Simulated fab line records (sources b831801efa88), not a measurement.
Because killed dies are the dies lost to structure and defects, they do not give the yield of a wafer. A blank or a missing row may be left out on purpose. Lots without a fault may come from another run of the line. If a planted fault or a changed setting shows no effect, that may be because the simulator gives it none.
Comparing a struck lot with a sound one + flow sfqLine + 42 steps out of a route of 325
Sound: wafers L773.2, L773.3, L773.5. Wafers struck: L772.1, L772.2, L772.5. The cause is given at the end.
For every step that has rows: the tool of each side, followed by ch and its chambers, followed by its first start. Under that, the readings that differ: sound wafers + struck wafers + difference of the means + sigmas: that difference in standard deviations of wafers without a fault.
alike: same words and numbers on both sides, and readings whose means sit less than 2 such deviations apart. not compared: any withheld reading, any reading some wafer has no value for, any bound like >300 that may hide the same value, and any number with overlapping values for which the record gives no deviation.
Wherever a step has rows on one side only, a row that says differs or no value, or a row with sigmas, the two part there. Numbers that don't overlap but have no deviation are shown without sigmas and don't part them. A reading missing from all wafers of one side parts the sides only when that side holds two or more wafers.

SFQ_TRILAYER_I2_CMP_CMP_064: polishes SiO2.
  sound on cmp-01 ch 1,2,3, day 38 22:59; struck on cmp-02 ch 1,3, day 38 16:06
  alike: motorCurrentA, timeToEndpointS
SFQ_I2_BOW_MEAS_917:
  struck on filmMetro-01, day 38 18:36; sound on filmMetro-01, day 39 01:01
  alike: I2_BOW
then, 7 steps without rows for these wafers: SFQ_TRILAYER_I2_METRO_MEASURE_065; SFQ_TRILAYER_I2_VIA_LITHO_COAT_072 (resist thk 62 nm); SFQ_TRILAYER_I2_VIA_LITHO_COAT_067 (resist thk 650 nm); SFQ_TRILAYER_I2_VIA_LITHO_SOFTBAKE_071; SFQ_TRILAYER_I2_VIA_LITHO_EXPOSE_068 (exposes mask I2, target cd 500 nm); SFQ_TRILAYER_I2_VIA_LITHO_PEB_070 (peb time 60 s); SFQ_TRILAYER_I2_VIA_LITHO_DEVELOP_069 (time 60 s).
-- the record jumps here: 5 days lie between the struck wafers' starts before and after --
SFQ_I2_OVL_MEAS_918:
  struck on overlay-02, day 44 03:57; sound on overlay-01, day 44 13:34
| reading     | sound | struck   | difference | sigmas |
|-------------|-------|----------|------------|--------|
| I2_OVL (nm) | 7 6 6 | -4 -5 -5 | -11        | -2     |
then, 2 steps without rows for these wafers: SFQ_TRILAYER_I2_VIA_BARC_OPEN_VIA_ETCH_096 (etches BARC in O2, target depth 125 nm, time 41.7 s); SFQ_TRILAYER_I2_VIA_ETCH_VIA_ETCH_070 (etches SiO2 in CHF3, stops on Nb, target depth 260 nm).
SFQ_TRILAYER_I2_VIA_STRIP_STRIP_071: strips in O2.
  sound on rieMetal-01 ch 0,1, day 44 13:44; struck on rieMetal-04 ch 0,1, day 44 04:08
  no value came back on the struck wafers for chamberPressureMTorr (mTorr), drypumpMotorCurrentA (A), oesProductAu (a.u.); on the sound wafers chamberPressureMTorr (mTorr) reads 50.04 50.00 50.00
| reading                                                 | sound | struck           | difference | sigmas |
|---------------------------------------------------------|-------|------------------|------------|--------|
| model.KrF_of_TRILAYER_I2_VIA_LITHO_COAT_067.thkNm (nm)  | 0 0 0 | 533 529.2 530.5  | +531       |        |
| model.BARC_of_TRILAYER_I2_VIA_LITHO_COAT_072.thkNm (nm) | 0 0 0 | 62.2 62.33 61.97 | +62.2      |        |
  not compared: rfHoursCounterH
then, 3 steps without rows for these wafers: SFQ_TRILAYER_I2_VIA_STRIP_SOLV_CLEAN_072 (cleans in NMP, time 600 s); SFQ_TRILAYER_M3_DEP_PRE_CLEAN_074 (time 22.5 s); SFQ_TRILAYER_M3_DEP_SPUTTER_073 (material Nb, target thk 200 nm, time 133.3 s).
SFQ_M3_RS_MEAS_919: measurement is done with a four-point probe.
  struck on filmMetro-02, day 44 05:02; sound on filmMetro-02, day 44 14:39
  alike: M3_NB_RS
then, 6 steps without rows for these wafers: SFQ_TRILAYER_M3_LITHO_COAT_080 (resist thk 62 nm); SFQ_TRILAYER_M3_LITHO_COAT_075 (resist thk 600 nm); SFQ_TRILAYER_M3_LITHO_SOFTBAKE_079; SFQ_TRILAYER_M3_LITHO_EXPOSE_076 (exposes mask M3, target cd 500 nm); SFQ_TRILAYER_M3_LITHO_PEB_078 (peb time 60 s); SFQ_TRILAYER_M3_LITHO_DEVELOP_077 (time 60 s).
SFQ_M3_OVL_MEAS_921:
  struck on overlay-01, day 44 07:28; sound on overlay-02, day 44 17:04
  alike: M3_OVL
SFQ_TRILAYER_M3_BARC_OPEN_METAL_ETCH_100: etches BARC in O2, target depth 125 nm, time 41.7 s.
  sound on rieMetal-04 ch 0,1, day 44 17:06; struck on rieMetal-04 ch 0,1, day 44 07:30
  alike: drypumpMotorCurrentA, oesProductAu
  not compared: rfHoursCounterH
SFQ_TRILAYER_M3_ETCH_METAL_ETCH_078: etches Nb in Cl2/Ar, stops on SiO2, target depth 240 nm, time 120 s.
  sound on rieMetal-04 ch 0,1, day 44 17:10; struck on rieMetal-04 ch 0,1, day 44 07:34
  alike: drypumpMotorCurrentA, oesProductAu
  not compared: rfHoursCounterH
SFQ_TRILAYER_M3_STRIP_STRIP_079: strips in O2.
  sound on rieMetal-04 ch 0,1, day 44 17:17; struck on rieMetal-04 ch 0,1, day 44 07:41
  alike: chamberPressureMTorr, drypumpMotorCurrentA, oesProductAu
  not compared: rfHoursCounterH
then, 2 steps without rows for these wafers: SFQ_TRILAYER_M3_STRIP_SOLV_CLEAN_080 (cleans in NMP, time 600 s); SFQ_TRILAYER_I3_DEP_PECVD_081 (deposits SiO2 from SiH4/N2O, time 111.11 s, target thk 500 nm).
SFQ_TRILAYER_I3_CMP_CMP_082: polishes SiO2.
  sound on cmp-02 ch 1,2,3, day 45 02:00; struck on cmp-01 ch 0,2, day 44 08:32
  alike: motorCurrentA, timeToEndpointS
SFQ_I3_BOW_MEAS_922:
  struck on filmMetro-02, day 44 11:32; sound on filmMetro-02, day 45 04:31
  alike: I3_BOW
then, 7 steps without rows for these wafers: SFQ_TRILAYER_I3_METRO_MEASURE_083; SFQ_TRILAYER_I3_VIA_LITHO_COAT_090 (resist thk 62 nm); SFQ_TRILAYER_I3_VIA_LITHO_COAT_085 (resist thk 646.2 nm); SFQ_TRILAYER_I3_VIA_LITHO_SOFTBAKE_089; SFQ_TRILAYER_I3_VIA_LITHO_EXPOSE_086 (exposes mask I3, target cd 500 nm); SFQ_TRILAYER_I3_VIA_LITHO_PEB_088 (peb time 62.31 s); SFQ_TRILAYER_I3_VIA_LITHO_DEVELOP_087 (time 60 s).
-- the record jumps here: 6 days lie between the struck wafers' starts before and after --
SFQ_I3_OVL_MEAS_923:
  struck on overlay-01, day 50 09:46; sound on overlay-02, day 50 20:34
  alike: I3_OVL
then, 2 steps without rows for these wafers: SFQ_TRILAYER_I3_VIA_BARC_OPEN_VIA_ETCH_121 (etches BARC in O2, target depth 125 nm, time 41.7 s); SFQ_TRILAYER_I3_VIA_ETCH_VIA_ETCH_088 (etches SiO2 in CHF3, stops on Nb, target depth 260 nm).
-- the record jumps here: 37 days lie between the struck wafers' starts before and after --
SFQ_M8_BOW_MEAS_951:
  struck on filmMetro-02, day 87 12:20; sound on filmMetro-04, day 88 00:11
| reading                | sound                | struck            | difference | sigmas |
|------------------------|----------------------|-------------------|------------|--------|
| model.etest.m3.ohmSq   | 0.8889 0.8907 0.8875 | 1e+06 1e+06 1e+06 | +1e+06     |        |
| model.etest.m3.ohmUm   | 1.774 1.787 1.777    | 1e+06 1e+06 1e+06 | +1e+06     |        |
| model.etest.i3.linkOhm | 1.949 1.958 1.955    | 1e+06 1e+06 1e+06 | +1e+06     |        |
| model.etest.i2.linkOhm | 1.96 1.956 1.952     | 1e+06 1e+06 1e+06 | +1e+06     |        |
  alike: M8_BOW

== WHERE THEY PART ==
Last at SFQ_TRILAYER_I2_VIA_STRIP_STRIP_071 as far as this record goes, first at SFQ_I2_OVL_MEAS_918. Later steps at which nothing parts them and some readings are alike: SFQ_M3_RS_MEAS_919, SFQ_M3_OVL_MEAS_921, SFQ_TRILAYER_M3_BARC_OPEN_METAL_ETCH_100, SFQ_TRILAYER_M3_ETCH_METAL_ETCH_078, SFQ_TRILAYER_M3_STRIP_STRIP_079, SFQ_TRILAYER_I3_CMP_CMP_082, SFQ_I3_BOW_MEAS_922, SFQ_I3_OVL_MEAS_923, SFQ_M8_BOW_MEAS_951.

WHY: what had been put in by the simulator
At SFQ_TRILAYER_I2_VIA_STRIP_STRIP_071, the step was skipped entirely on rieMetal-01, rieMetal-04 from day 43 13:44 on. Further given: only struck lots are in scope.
